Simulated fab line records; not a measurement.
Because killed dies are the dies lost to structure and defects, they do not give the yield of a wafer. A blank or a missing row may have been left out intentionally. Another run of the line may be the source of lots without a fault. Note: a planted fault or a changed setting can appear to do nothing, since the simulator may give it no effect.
Which tool was responsible?	flow gf180mcu	15 lots, 45 wafers sampled, at 4 steps of a route of 602

WHAT THE GAUGES READ, wafer by wafer
No reading from a measuring or inspecting step in the record can be judged against a usual standard deviation.

WHAT TOOL EACH LOT RAN ON (gives the tool, then ch and the chambers of the sampled wafers, and finally the start)
lot	GF_V2_CVD_02	GF_V2_EXPOSE_11	GF_V2_SPUTTER_21	GF_V2_CVD_23
L230	pecvd-03 ch 0,1, day 19 01:33	krf_scanner-01 ch 0, day 19 14:04	pvd_sputter-04, day 20 02:53	cvd_w-02 ch 1, day 20 02:59
L231	pecvd-03 ch 0,2, day 19 23:13	krf_scanner-01 ch 0, day 20 11:50	pvd_sputter-04, day 21 00:53	cvd_w-02 ch 0,1, day 21 00:59
L233	pecvd-02 ch 0,1, day 20 05:46	krf_scanner-01 ch 0, day 20 18:30	pvd_sputter-04, day 21 07:22	cvd_w-02 ch 0,1, day 21 07:30
L234	pecvd-01 ch 0,2, day 21 01:50	krf_scanner-02 ch 0, day 21 14:52	pvd_sputter-04, day 22 03:32	cvd_w-01 ch 0,1, day 22 03:38
L236	pecvd-01 ch 0,1,2, day 21 14:16	krf_scanner-02 ch 0, day 22 02:30	pvd_sputter-04, day 22 14:52	cvd_w-01 ch 0,1, day 22 14:58
L235	pecvd-03 ch 0,1,2, day 21 17:16	krf_scanner-01 ch 0, day 22 05:49	pvd_sputter-01, day 22 18:04	cvd_w-01 ch 0,1, day 22 18:13
L237	pecvd-03 ch 0,1,2, day 22 01:05	krf_scanner-02 ch 0, day 22 13:19	pvd_sputter-01, day 23 02:04	cvd_w-02 ch 0,1, day 23 02:10
L243	pecvd-02 ch 0,1,2, day 24 03:04	krf_scanner-02, day 24 14:36	pvd_sputter-02, day 25 01:58	cvd_w-02 ch 0,1, day 25 02:04
L244	pecvd-03 ch 0,1,2, day 24 10:10	krf_scanner-01, day 24 22:07	pvd_sputter-01, day 25 09:28	cvd_w-02 ch 0,1, day 25 09:34
L245	pecvd-02 ch 0,2, day 24 14:43	krf_scanner-02, day 25 02:23	pvd_sputter-01, day 25 13:49	cvd_w-01 ch 0,1, day 25 13:58
L248	pecvd-03 ch 0,2, day 25 18:19	krf_scanner-02 ch 0, day 26 05:28	pvd_sputter-02, day 26 16:44	cvd_w-01 ch 0,1, day 26 16:52
L249	pecvd-02 ch 0,1, day 25 22:51	krf_scanner-02 ch 0, day 26 10:11	pvd_sputter-01, day 26 21:27	cvd_w-02 ch 0,1, day 26 21:35
L251	pecvd-03 ch 0,1,2, day 26 12:18	krf_scanner-01 ch 0, day 26 23:28	pvd_sputter-02, day 27 10:31	cvd_w-01 ch 0,1, day 27 10:37
L252	pecvd-01 ch 0,1,2, day 26 18:28	krf_scanner-02 ch 0, day 27 05:16	pvd_sputter-04, day 27 17:13	cvd_w-01 ch 0,1, day 27 17:21
L253	pecvd-03 ch 0,1,2, day 27 02:17	krf_scanner-01 ch 0, day 27 12:59	pvd_sputter-04, day 27 23:40	cvd_w-02 ch 0,1, day 27 23:46
- GF_V2_CVD_02: deposits SiO2 from TEOS, target thk 850 nm, time 94.851 s.
- GF_V2_EXPOSE_11: exposes mask Via2, target cd 260 nm.
- GF_V2_SPUTTER_21: material Ti, target thk 15 nm, time 80.02 s.
- GF_V2_CVD_23: deposits W, target thk 350 nm, time 104.94 s.

AS READ BY THE TOOLS THEMSELVES (means over the sampled wafers that have a number; for cases with no such wafer, the mark the record gives instead)
GF_V2_CVD_02. Usual: heater_power_w 679 W, standard deviation 73; susceptor_temp_C 399.99 C, standard deviation 0.2.
lot	tool	heater_power_w (W)	susceptor_temp_C (C)	flag
L230	pecvd-03	636	399.86	
L231	pecvd-03	652	399.96	
L233	pecvd-02	703	400.08	
L234	pecvd-01	759	399.91	
L236	pecvd-01	670	399.89	
L235	pecvd-03	677	400.03	
L237	pecvd-03	686	400.16	
L243	pecvd-02	711	400.08	
L244	pecvd-03	644	399.89	
L245	pecvd-02	696	400.01	
L248	pecvd-03	641	400.09	
L249	pecvd-02	684	400.06	
L251	pecvd-03	684	400.22	
L252	pecvd-01	748	399.83	
L253	pecvd-03	674	399.92	

GF_V2_EXPOSE_11. Usual: exposure_dose_mJ_cm2 37.93, standard deviation 0.037; focus_offset_nm 0.0 nm, standard deviation 0.52.
lot	tool	exposure_dose_mJ_cm2	focus_offset_nm (nm)	flag
L230	krf_scanner-01	37.92	-0.3	
L231	krf_scanner-01	37.93	-0.2	
L233	krf_scanner-01	37.97	-0.1	
L234	krf_scanner-02	37.95	0.5	
L236	krf_scanner-02	37.92	0.3	
L235	krf_scanner-01	37.94	0.2	
L237	krf_scanner-02	37.92	-0.2	
L243	krf_scanner-02	-	-	OFF
L244	krf_scanner-01	-	-	OFF
L245	krf_scanner-02	-	-	OFF
L248	krf_scanner-02	37.95	0.1	
L249	krf_scanner-02	37.91	0.3	
L251	krf_scanner-01	37.93	0.7	
L252	krf_scanner-02	38.00	0.2	
L253	krf_scanner-01	37.93	-0.1	

GF_V2_SPUTTER_21. Usual: 29.8 % for throttle_valve_pct, sd 0.82.
lot	tool	throttle_valve_pct (%)	flag
L230	pvd_sputter-04	29.8	
L231	pvd_sputter-04	30.1	
L233	pvd_sputter-04	30.2	
L234	pvd_sputter-04	30.1	
L236	pvd_sputter-04	30.0	
L235	pvd_sputter-01	29.2	
L237	pvd_sputter-01	29.2	
L243	pvd_sputter-02	30.1	
L244	pvd_sputter-01	29.1	
L245	pvd_sputter-01	29.0	
L248	pvd_sputter-02	30.0	
L249	pvd_sputter-01	29.2	
L251	pvd_sputter-02	31.1	
L252	pvd_sputter-04	30.1	
L253	pvd_sputter-04	29.8	

GF_V2_CVD_23. Usual: heater_power_w 805 W, standard deviation 37; susceptor_temp_C 399.98 C, standard deviation 0.24.
lot	tool	heater_power_w (W)	susceptor_temp_C (C)	flag
L230	cvd_w-02	851	400.03	
L231	cvd_w-02	840	399.91	
L233	cvd_w-02	830	399.98	
L234	cvd_w-01	780	399.69	
L236	cvd_w-01	784	400.29	
L235	cvd_w-01	770	399.89	
L237	cvd_w-02	819	400.08	
L243	cvd_w-02	808	400.00	
L244	cvd_w-02	833	400.03	
L245	cvd_w-01	797	400.14	
L248	cvd_w-01	775	399.70	
L249	cvd_w-02	812	399.77	
L251	cvd_w-01	795	400.02	
L252	cvd_w-01	807	399.67	
L253	cvd_w-02	826	400.28	

THE ANSWER, worked out from the rows above alone
Rule: lot off if the mean of its wafers having a number is beyond 3 standard deviations from the usual mean. Also off: a lot with no number at a reading for which 4 or more lots have one. Any other lot the step has rows for is counted as sound. Order of review: gauges by route order, followed by the tools' own readings, for which a lot's mean as printed above is used. At the first step where some lot is off, the reading lying furthest off is the one used; lots without a number count as furthest.
Off: L243, L244, L245 (GF_V2_EXPOSE_11, exposure_dose_mJ_cm2). Without a number there: L243, L244, L245.
A tool fits if, at that step or a process step before it, it ran every lot that is off, and no sound lot after the first of them. Not one of the candidates tried fits.

WHAT HAD BEEN PUT IN BY THE SIMULATOR
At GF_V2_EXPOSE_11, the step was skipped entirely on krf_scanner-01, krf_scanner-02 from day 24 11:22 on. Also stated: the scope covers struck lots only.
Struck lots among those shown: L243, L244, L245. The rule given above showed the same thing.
